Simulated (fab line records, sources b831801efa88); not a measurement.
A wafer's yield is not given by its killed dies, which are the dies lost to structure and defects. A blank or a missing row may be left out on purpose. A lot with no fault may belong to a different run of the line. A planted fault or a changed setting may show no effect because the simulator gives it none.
What tool caused it? || flow gf180mcu || 42 wafers from 14 lots sampled at 4 of the route's 602 steps

WHAT EACH GAUGE READ, for each wafer
GF_CONTACT_CD_MEAS_14 targets a cd of 220 nm. Usual: cd_nm reads 219.6 nm (standard deviation 1.4).
{"lot": "L389", "measured": "day 16 02:14", "on": "cd_sem-02", "cd_nm (nm)": "219.8 221.1 222.7", "flag": ""}
{"lot": "L391", "measured": "day 17 06:42", "on": "cd_sem-02", "cd_nm (nm)": "221.2 222.1 221.6", "flag": ""}
{"lot": "L390", "measured": "day 17 03:08", "on": "cd_sem-01", "cd_nm (nm)": "219.9 220.9 219.2", "flag": ""}
{"lot": "L393", "measured": "day 17 21:52", "on": "cd_sem-01", "cd_nm (nm)": "218.1 218.8 219.9", "flag": ""}
{"lot": "L395", "measured": "day 18 02:07", "on": "cd_sem-01", "cd_nm (nm)": "220.3 219.0 220.1", "flag": ""}
{"lot": "L397", "measured": "day 18 19:29", "on": "cd_sem-02", "cd_nm (nm)": "220.8 221.2 220.9", "flag": ""}
{"lot": "L398", "measured": "day 19 05:02", "on": "cd_sem-01", "cd_nm (nm)": "222.1 221.0 221.5", "flag": ""}
{"lot": "L399", "measured": "day 19 10:58", "on": "cd_sem-02", "cd_nm (nm)": "220.6 220.4 219.8", "flag": ""}
{"lot": "L400", "measured": "day 19 20:00", "on": "cd_sem-01", "cd_nm (nm)": "221.4 219.0 219.4", "flag": ""}
{"lot": "L406", "measured": "day 22 01:54", "on": "cd_sem-01", "cd_nm (nm)": "218.4 218.5 218.2", "flag": ""}
{"lot": "L407", "measured": "day 22 15:43", "on": "cd_sem-02", "cd_nm (nm)": "219.6 220.2 219.4", "flag": ""}
{"lot": "L408", "measured": "day 23 00:12", "on": "cd_sem-01", "cd_nm (nm)": "217.8 218.1 217.8", "flag": ""}
{"lot": "L409", "measured": "day 23 07:48", "on": "cd_sem-01", "cd_nm (nm)": "216.9 217.6 218.2", "flag": ""}
{"lot": "L411", "measured": "day 23 19:06", "on": "cd_sem-01", "cd_nm (nm)": "219.1 220.7 220.7", "flag": ""}

GF_V3_CD_MEAS_14 targets a cd of 260 nm. Usual: cd_nm reads 259.9 nm (standard deviation 1.1).
{"lot": "L389", "measured": "day 22 08:43", "on": "cd_sem-01", "cd_nm (nm)": "260.5 260.0 260.0", "flag": ""}
{"lot": "L391", "measured": "day 23 14:00", "on": "cd_sem-02", "cd_nm (nm)": "259.0 258.0 260.3", "flag": ""}
{"lot": "L390", "measured": "day 23 11:05", "on": "cd_sem-02", "cd_nm (nm)": "259.3 259.3 258.6", "flag": ""}
{"lot": "L393", "measured": "day 24 03:33", "on": "cd_sem-02", "cd_nm (nm)": "259.4 259.5 261.2", "flag": ""}
{"lot": "L395", "measured": "day 24 08:19", "on": "cd_sem-02", "cd_nm (nm)": "260.6 260.3 260.3", "flag": ""}
{"lot": "L397", "measured": "day 25 00:37", "on": "cd_sem-02", "cd_nm (nm)": "261.6 260.7 261.6", "flag": ""}
{"lot": "L398", "measured": "day 25 09:00", "on": "cd_sem-02", "cd_nm (nm)": "260.1 260.6 261.5", "flag": ""}
{"lot": "L399", "measured": "day 25 13:20", "on": "cd_sem-02", "cd_nm (nm)": "260.8 259.9 260.3", "flag": ""}
{"lot": "L400", "measured": "day 25 19:53", "on": "cd_sem-01", "cd_nm (nm)": "259.1 258.3 260.1", "flag": ""}
{"lot": "L406", "measured": "day 28 00:07", "on": "cd_sem-01", "cd_nm (nm)": "258.5 259.9 258.4", "flag": ""}
{"lot": "L407", "measured": "day 28 09:17", "on": "cd_sem-02", "cd_nm (nm)": "259.8 260.9 261.1", "flag": ""}
{"lot": "L408", "measured": "day 28 17:56", "on": "cd_sem-01", "cd_nm (nm)": "260.2 258.9 257.7", "flag": ""}
{"lot": "L409", "measured": "day 28 22:34", "on": "cd_sem-02", "cd_nm (nm)": "258.7 259.6 258.4", "flag": ""}
{"lot": "L411", "measured": "day 29 09:27", "on": "cd_sem-02", "cd_nm (nm)": "259.9 261.6 261.7", "flag": ""}

WHAT TOOL EACH LOT RAN ON (gives the tool, then ch and the chambers of the sampled wafers, and finally the start)
{"lot": "L389", "GF_VT_IMPLANT_IMPLANT_30": "implanter-04 ch 0, day 7 00:17", "GF_PSD_RTA_13": "rtp_anneal-02 ch 0, day 14 06:06"}
{"lot": "L391", "GF_VT_IMPLANT_IMPLANT_30": "implanter-02 ch 0, day 7 18:43", "GF_PSD_RTA_13": "rtp_anneal-02 ch 0, day 15 08:01"}
{"lot": "L390", "GF_VT_IMPLANT_IMPLANT_30": "implanter-03 ch 0, day 7 19:05", "GF_PSD_RTA_13": "rtp_anneal-02 ch 0, day 15 04:17"}
{"lot": "L393", "GF_VT_IMPLANT_IMPLANT_30": "implanter-02 ch 0, day 8 01:23", "GF_PSD_RTA_13": "rtp_anneal-01 ch 0, day 15 23:04"}
{"lot": "L395", "GF_VT_IMPLANT_IMPLANT_30": "implanter-04 ch 0, day 8 10:20", "GF_PSD_RTA_13": "rtp_anneal-01 ch 0, day 16 02:49"}
{"lot": "L397", "GF_VT_IMPLANT_IMPLANT_30": "implanter-03 ch 0, day 8 21:02", "GF_PSD_RTA_13": "rtp_anneal-02 ch 0, day 16 19:33"}
{"lot": "L398", "GF_VT_IMPLANT_IMPLANT_30": "implanter-02 ch 0, day 9 07:29", "GF_PSD_RTA_13": "rtp_anneal-02 ch 0, day 17 04:10"}
{"lot": "L399", "GF_VT_IMPLANT_IMPLANT_30": "implanter-04 ch 0, day 9 09:28", "GF_PSD_RTA_13": "rtp_anneal-02 ch 0, day 17 09:00"}
{"lot": "L400", "GF_VT_IMPLANT_IMPLANT_30": "implanter-02 ch 0, day 9 16:29", "GF_PSD_RTA_13": "rtp_anneal-02 ch 0, day 17 17:24"}
{"lot": "L406", "GF_VT_IMPLANT_IMPLANT_30": "implanter-04 ch 0, day 11 07:58", "GF_PSD_RTA_13": "rtp_anneal-01 ch 0, day 20 00:08"}
{"lot": "L407", "GF_VT_IMPLANT_IMPLANT_30": "implanter-04 ch 0, day 11 16:41", "GF_PSD_RTA_13": "rtp_anneal-02 ch 0, day 20 14:35"}
{"lot": "L408", "GF_VT_IMPLANT_IMPLANT_30": "implanter-04 ch 0, day 11 23:11", "GF_PSD_RTA_13": "rtp_anneal-01 ch 0, day 20 23:57"}
{"lot": "L409", "GF_VT_IMPLANT_IMPLANT_30": "implanter-04 ch 0, day 12 05:50", "GF_PSD_RTA_13": "rtp_anneal-02 ch 0, day 21 08:12"}
{"lot": "L411", "GF_VT_IMPLANT_IMPLANT_30": "implanter-03 ch 0, day 12 18:28", "GF_PSD_RTA_13": "rtp_anneal-02 ch 0, day 21 20:05"}
- GF_VT_IMPLANT_IMPLANT_30
- GF_PSD_RTA_13: time 20 s.

AS READ BY THE TOOLS THEMSELVES (means over the sampled wafers that have a number; for cases with no such wafer, the mark the record gives instead)
GF_VT_IMPLANT_IMPLANT_30. Usual: dose_ions_cm2 reads 2.5339e+12 (standard deviation 2.9e+09).
{"lot": "L389", "tool": "implanter-04", "dose_ions_cm2": 2.5329e+12, "flag": ""}
{"lot": "L391", "tool": "implanter-02", "dose_ions_cm2": 2.5334e+12, "flag": ""}
{"lot": "L390", "tool": "implanter-03", "dose_ions_cm2": 2.5375e+12, "flag": ""}
{"lot": "L393", "tool": "implanter-02", "dose_ions_cm2": 2.5362e+12, "flag": ""}
{"lot": "L395", "tool": "implanter-04", "dose_ions_cm2": 2.5360e+12, "flag": ""}
{"lot": "L397", "tool": "implanter-03", "dose_ions_cm2": 2.5329e+12, "flag": ""}
{"lot": "L398", "tool": "implanter-02", "dose_ions_cm2": 2.5048e+12, "flag": "OFF"}
{"lot": "L399", "tool": "implanter-04", "dose_ions_cm2": 2.5360e+12, "flag": ""}
{"lot": "L400", "tool": "implanter-02", "dose_ions_cm2": 2.5013e+12, "flag": "OFF"}
{"lot": "L406", "tool": "implanter-04", "dose_ions_cm2": 2.5343e+12, "flag": ""}
{"lot": "L407", "tool": "implanter-04", "dose_ions_cm2": 2.5322e+12, "flag": ""}
{"lot": "L408", "tool": "implanter-04", "dose_ions_cm2": 2.5320e+12, "flag": ""}
{"lot": "L409", "tool": "implanter-04", "dose_ions_cm2": 2.5353e+12, "flag": ""}
{"lot": "L411", "tool": "implanter-03", "dose_ions_cm2": 2.5321e+12, "flag": ""}

GF_PSD_RTA_13. Usual: lamp_power_pct 34.1 %, standard deviation 1.7; wafer_temp_C_max 1029.6, standard deviation 1.1.
{"lot": "L389", "tool": "rtp_anneal-02", "lamp_power_pct (%)": 32.6, "wafer_temp_C_max": 1029.7, "flag": ""}
{"lot": "L391", "tool": "rtp_anneal-02", "lamp_power_pct (%)": 32.7, "wafer_temp_C_max": 1031.0, "flag": ""}
{"lot": "L390", "tool": "rtp_anneal-02", "lamp_power_pct (%)": 32.7, "wafer_temp_C_max": 1031.0, "flag": ""}
{"lot": "L393", "tool": "rtp_anneal-01", "lamp_power_pct (%)": 36.0, "wafer_temp_C_max": 1028.6, "flag": ""}
{"lot": "L395", "tool": "rtp_anneal-01", "lamp_power_pct (%)": 36.0, "wafer_temp_C_max": 1028.3, "flag": ""}
{"lot": "L397", "tool": "rtp_anneal-02", "lamp_power_pct (%)": 32.7, "wafer_temp_C_max": 1029.2, "flag": ""}
{"lot": "L398", "tool": "rtp_anneal-02", "lamp_power_pct (%)": 32.7, "wafer_temp_C_max": 1030.0, "flag": ""}
{"lot": "L399", "tool": "rtp_anneal-02", "lamp_power_pct (%)": 32.7, "wafer_temp_C_max": 1030.8, "flag": ""}
{"lot": "L400", "tool": "rtp_anneal-02", "lamp_power_pct (%)": 32.7, "wafer_temp_C_max": 1029.6, "flag": ""}
{"lot": "L406", "tool": "rtp_anneal-01", "lamp_power_pct (%)": 36.0, "wafer_temp_C_max": 1029.2, "flag": ""}
{"lot": "L407", "tool": "rtp_anneal-02", "lamp_power_pct (%)": 32.7, "wafer_temp_C_max": 1029.8, "flag": ""}
{"lot": "L408", "tool": "rtp_anneal-01", "lamp_power_pct (%)": 36.0, "wafer_temp_C_max": 1029.9, "flag": ""}
{"lot": "L409", "tool": "rtp_anneal-02", "lamp_power_pct (%)": 32.7, "wafer_temp_C_max": 1030.7, "flag": ""}
{"lot": "L411", "tool": "rtp_anneal-02", "lamp_power_pct (%)": 32.6, "wafer_temp_C_max": 1030.2, "flag": ""}

THE ANSWER, worked out from the rows above alone
Rule: a lot is off if the mean of its wafers that have a number lies more than 3 standard deviations from the usual mean. Also off: a lot with no number at a reading for which 4 or more lots have one. Where the step has rows for the other lots, those lots are counted as sound. Order of review: gauges by route order, followed by the tools' own readings, for which a lot's mean as printed above is used. At the first step where some lot is off, the reading lying furthest off is the one used; lots without a number count as furthest.
Off, at GF_VT_IMPLANT_IMPLANT_30 on dose_ions_cm2: L398, L400.
If a tool, at that step or one of the process steps before it, ran each lot that is off and ran no sound lot following the first of them, it fits. One candidate fits, namely implanter-02 at GF_VT_IMPLANT_IMPLANT_30. Its last sound lot is L393 (day 8 01:23), its first lot that is off L398 (day 9 07:29): a fault that began between those two fits.
The tool's own readings at GF_VT_IMPLANT_IMPLANT_30 bear it out: on the lots that are off they differ by more than 5 times the standard deviation of the sound lots' means. dose_ions_cm2 reads 2.5030e+12 there against 2.5342e+12 on the sound lots.

WHAT THE SIMULATOR HAD PUT IN
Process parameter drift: implanter-02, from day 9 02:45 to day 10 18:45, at GF_VT_IMPLANT_IMPLANT_30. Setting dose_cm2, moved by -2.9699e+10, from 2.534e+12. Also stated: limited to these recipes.
Lots struck among those shown: L398, L400. This agrees with what the rule above found.
